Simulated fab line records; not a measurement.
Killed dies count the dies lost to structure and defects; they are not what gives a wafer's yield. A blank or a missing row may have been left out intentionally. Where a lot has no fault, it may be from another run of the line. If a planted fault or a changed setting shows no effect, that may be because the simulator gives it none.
One fault seen from 2 desks -- flow sky130 -- numbers are kept per desk, each desk with only its own; the story behind them comes last

THE METROLOGY DESK
What the gauges read for every lot (on any tool): the sampled wafers with a number, averaged. Marked OUT: a lot whose mean sits more than 4 standard deviations from the usual mean, which makes it out of limits; the brackets give that distance.
Columns: A = CAP2M_TIN_RS at SKY_CAP2M_RS_MEAS_03, usual 6.89 ohm/sq; B = CAP2M_TIN_THK at SKY_CAP2M_THK_MEAS_04, usual 203.4 nm
lot,first seen here,A,B
L910,day 40 02:26,6.92,201.7
L911,day 40 09:35,6.87,203.1
L917,day 41 22:50,6.87,203.9
L919,day 42 17:17,6.93,201.7
L922,day 43 15:43,6.85,204.4
L923,day 43 22:58,6.86,204.2
L927,day 44 20:51,7.01,200.5
L931,day 45 19:01,8.84 (+24) OUT,159.5 (-18) OUT
L932,day 45 23:35,8.77 (+24) OUT,160.0 (-17) OUT
This desk finds L931, L932 out of limits, with the earliest case on L931 at day 45 19:01 (CAP2M_TIN_RS at SKY_CAP2M_RS_MEAS_03). L910, L911, L917, L919, L922, L923, L927: within limits.

TOOL OWNER'S DESK, pvd_sputter-03
The tool's own readings at SKY_CAP2M_SPUTTER_02 (material TiN, target thk 200 nm, time 166.7 s): means of the sampled wafers that have a number, for each lot that ran on this tool. Marked OUT: a lot whose mean sits more than 4 standard deviations from the usual mean, which makes it out of limits; the brackets give that distance.
Columns: A = cathode_dc_power_W at SKY_CAP2M_SPUTTER_02, usual 6500.1 W; B = throttle_valve_pct at SKY_CAP2M_SPUTTER_02, usual 30.0 %
lot,first seen here,A,B
L910,day 40 02:19,6498.6,29.6
L911,day 40 09:27,6500.0,29.7
L923,day 43 22:48,6500.7,30.0
L927,day 44 20:43,6499.8,29.7
L931,day 45 18:53,5113.3 (-99 or more) OUT,30.0
L932,day 45 23:26,5113.6 (-99 or more) OUT,29.9
This desk's finding: out of limits on L931, L932; first on L931, day 45 18:53 (cathode_dc_power_W at SKY_CAP2M_SPUTTER_02). L910, L911, L923, L927: within limits.

TAKEN TOGETHER
The tool owner's desk had the chance to raise an alarm at day 45 18:53 on L931, L932.
L931, L932 would have let the metrology desk raise an alarm at day 45 19:01.
Every lot named ran SKY_CAP2M_SPUTTER_02 on pvd_sputter-03.

WHAT THE SIMULATOR HAD INSERTED
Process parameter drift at SKY_CAP2M_SPUTTER_02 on pvd_sputter-03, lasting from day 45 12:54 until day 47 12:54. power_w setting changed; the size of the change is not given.
Shown lots that were struck: L931, L932.
Fault start to first reading out of limits, in hours, per desk: tool owner, 6; metrology, 6.
